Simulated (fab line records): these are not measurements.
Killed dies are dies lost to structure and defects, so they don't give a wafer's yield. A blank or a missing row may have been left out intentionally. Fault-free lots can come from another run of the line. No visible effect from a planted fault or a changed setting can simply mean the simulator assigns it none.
fab line records	flow sfqLine
[record] lots = 14	wafers = 42	lastDay = 81
route steps=325 shown I0@50
lots that met no fault: taken from a fault-free run of the same line
startH: hours from the record's first day to the start of the lot's first wafer shown	waitH: how many hours have passed since the lot's step before this one	" as in the row above	L1.1+2: a row that stands for several wafers	- either no value or no given start	* or withheld: withheld	< > ~ a bound
route shown NAME@n: NAME is a module with steps in the file, n the number in the route of the first one	usual: average and standard deviation across the fault-free wafers	same: alike in all rows	chamber/n: place in a boat	sites: each site's reading	_std_site: standard deviation of those values	_edge_site: outer sites' mean less inner sites'	radiusMm: for every site, how far away it sits from the centre of the wafer	mask NAME#n: copy n	behind: the most recent tool/chamber to have shaped the wafer	hold: why the lot went on hold/how many hours it stayed there/how the hold came to an end	device: which transistor (n, p or np) failed to switch	end of line: at the end of the route, the tests of the same wafers	a step without rows: its recipe alone	killed: the dies lost at the first sort to structure and to defects; this is not the yield of the wafer	map: per-die view of a wafer (x killed, . not killed, _ where there is no die)
set.NAME: the setting that was run; set.NAME@STEP: the one run at that earlier step	model.NAME: the simulator's own value behind a step, which no gauge read
steps of the route over a sample of lots; a table a step, a row a wafer
services: a tool's chamber out of use, with start hour (startH, from the record's first day; less than 0 if before it), hours out, and reason
[[steps]]
[step SFQ_TRILAYER_I0_VIA_LITHO_EXPOSE_032]
[recipe] maskId = I0	na = 0.6	sourceShape = conventional	sigmaOuter = 0.65	targetCdNm = 500	doseMj = 21.3
[usual] exposureDoseMJCm2 = 21.307/0.022	focusOffsetNm = 0.0/0.54
lot.wafer	tool	chamber	startH	waitH	mask	exposureDoseMJCm2	focusOffsetNm
L532.3	krfScanner-02	-	428.16	-	I0#0	-	-
L532.4	"	-	"	"	I0#0	-	-
L532.6	"	-	"	"	I0#0	-	-
L533.1	krfScanner-02	-	431.36	-	I0#0	-	-
L533.2	"	-	"	"	I0#0	-	-
L533.4	"	-	"	"	I0#0	-	-
L534.3	krfScanner-02	0	440.16	-	I0#0	21.282	-0.5
L534.5	"	0	"	"	I0#0	21.298	0.7
L534.6	"	0	"	"	I0#0	21.325	0.4
L540.1	krfScanner-01	0	496.65	-	I0#0	21.315	0.6
L540.2	"	0	"	"	I0#0	21.302	0.4
L540.5	"	0	"	"	I0#0	21.300	-0.4
L541.1	krfScanner-01	0	503.85	-	I0#0	21.312	-0.7
L541.2	"	0	"	"	I0#0	21.320	-1.0
L541.4	"	0	"	"	I0#0	21.329	-1.0
L543.2	krfScanner-01	0	519.65	-	I0#0	21.277	0.0
L543.5	"	0	"	"	I0#0	21.309	0.2
L543.6	"	0	"	"	I0#0	21.311	0.0
L545.2	krfScanner-01	0	537.65	-	I0#0	21.310	-0.7
L545.4	"	0	"	"	I0#0	21.315	-0.4
L545.6	"	0	"	"	I0#0	21.333	-0.5
L546.4	krfScanner-01	0	541.65	-	I0#0	21.321	0.2
L546.5	"	0	"	"	I0#0	21.302	0.0
L546.6	"	0	"	"	I0#0	21.306	-0.4
L548.1	krfScanner-01	0	562.65	-	I0#0	21.315	-1.1
L548.2	"	0	"	"	I0#0	21.306	0.0
L548.4	"	0	"	"	I0#0	21.298	-0.8
L549.2	krfScanner-01	0	570.05	-	I0#0	21.294	-1.2
L549.3	"	0	"	"	I0#0	21.284	0.1
L549.5	"	0	"	"	I0#0	21.279	0.2
L550.2	krfScanner-02	0	579.34	-	I0#0	21.290	-0.1
L550.3	"	0	"	"	I0#0	21.338	-0.3
L550.5	"	0	"	"	I0#0	21.312	0.4
L551.3	krfScanner-02	0	593.94	-	I0#0	21.298	-0.3
L551.4	"	0	"	"	I0#0	21.292	-0.1
L551.5	"	0	"	"	I0#0	21.291	1.0
L552.3	krfScanner-02	0	602.34	-	I0#0	21.345	-0.2
L552.5	"	0	"	"	I0#0	21.351	-0.2
L552.6	"	0	"	"	I0#0	21.334	-0.1
L553.2	krfScanner-02	0	620.14	-	I0#0	21.325	-1.0
L553.3	"	0	"	"	I0#0	21.325	-0.4
L553.6	"	0	"	"	I0#0	21.306	-0.5
[[services]]
tool	chamber	startH	hours	kind
krfScanner-02	-	404.21	0.8	pm
krfScanner-01	-	405.11	2.0	repair
krfScanner-01	-	408.30	1.0	pm
krfScanner-01	-	440.60	1.3	pm
krfScanner-02	-	449.81	0.7	repair
krfScanner-01	-	470.70	0.8	pm
krfScanner-02	-	484.16	1.3	pm
krfScanner-02	-	531.06	3.6	pm
krfScanner-02	-	534.61	4.4	pm
krfScanner-02	-	549.79	1.0	pm
krfScanner-02	-	573.59	0.8	pm
krfScanner-01	-	577.05	1.0	pm
krfScanner-01	-	615.64	1.3	pm
krfScanner-01	-	616.94	4.0	pm
[[key]]
[firstSign] step = SFQ_TRILAYER_I0_VIA_LITHO_EXPOSE_032	reading = toolRecord	direction = missing
effect none on later readings
metAt SFQ_TRILAYER_I0_VIA_LITHO_EXPOSE_032
struckLots L532,L533
[fault] kind = skippedStepWhole	tool = krfScanner-02	chamber = -	onsetH = 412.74	steps = SFQ_TRILAYER_I0_VIA_LITHO_EXPOSE_032	scope = struckLotsOnly
